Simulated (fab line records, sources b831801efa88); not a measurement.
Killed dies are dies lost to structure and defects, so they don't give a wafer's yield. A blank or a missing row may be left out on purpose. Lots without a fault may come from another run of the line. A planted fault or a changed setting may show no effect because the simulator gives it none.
Chamber matching | flow sky130 | SKY_FIELD_ISO_CMP_27 on cmp-02: 4 sister chambers
The step polishes, stops on Si3N4, t overpolish 16 s, target thk 457.8 nm. 8 wafers are shown with their chamber, then 8 later ones without.

WAFERS WITH THEIR CHAMBER
wafer  | chamber | motor_current_A (A) | edge_zone_pressure_frac
L710.5 | 1       | 11.8                | 0.997
L714.2 | 2       | 12.1                | 1.001
L714.4 | 3       | 13.5                | 1.001
L716.6 | 1       | 12.2                | 1.004
L717.2 | 3       | 13.2                | 1.005
L717.3 | 2       | 12.4                | 0.996
L717.6 | 0       | 10.3                | 1.003
L722.1 | 0       | 10.2                | 0.998

WAFERS WITHOUT THEIR CHAMBER
wafer  | motor_current_A (A) | edge_zone_pressure_frac
L722.2 | 11.7                | 0.991
L722.5 | 12.1                | 0.997
L723.2 | 12.9                | 1.001
L723.4 | 9.5                 | 1.002
L723.5 | 13.2                | 0.998
L726.3 | 11.8                | 1.000
L726.4 | 10.2                | 1.000
L726.6 | 9.4                 | 1.004

WHICH CHAMBER EACH WENT THROUGH
wafer  | from the rows above     | in truth
L722.2 | can't be placed: 1 or 2 | 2
L722.5 | can't be placed: 2 or 1 | 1
L723.2 | can't be placed: 3 or 2 | 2
L723.4 | 0                       | 0
L723.5 | 3                       | 3
L726.3 | can't be placed: 1 or 2 | 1
L726.4 | 0                       | 0
L726.6 | 0                       | 0
Placed correctly: 4 of 8. Can't be placed from these rows: 4 (the true chamber is among the candidates in 4). Placed wrongly: 0.
How it was worked out, from the rows above alone: a wafer's distance from a chamber is the root of the sum, over the readings, of the square of ((its reading less the chamber's mean) divided by the reading's scatter). The wafer belongs to the nearest chamber; if the next one is less than 2 further off, it can't be placed. A chamber's mean is the mean of its shown wafers. The scatter: the root of (the sum of the squares of (reading less its chamber's mean) over the shown wafers, divided by (wafers less chambers)).
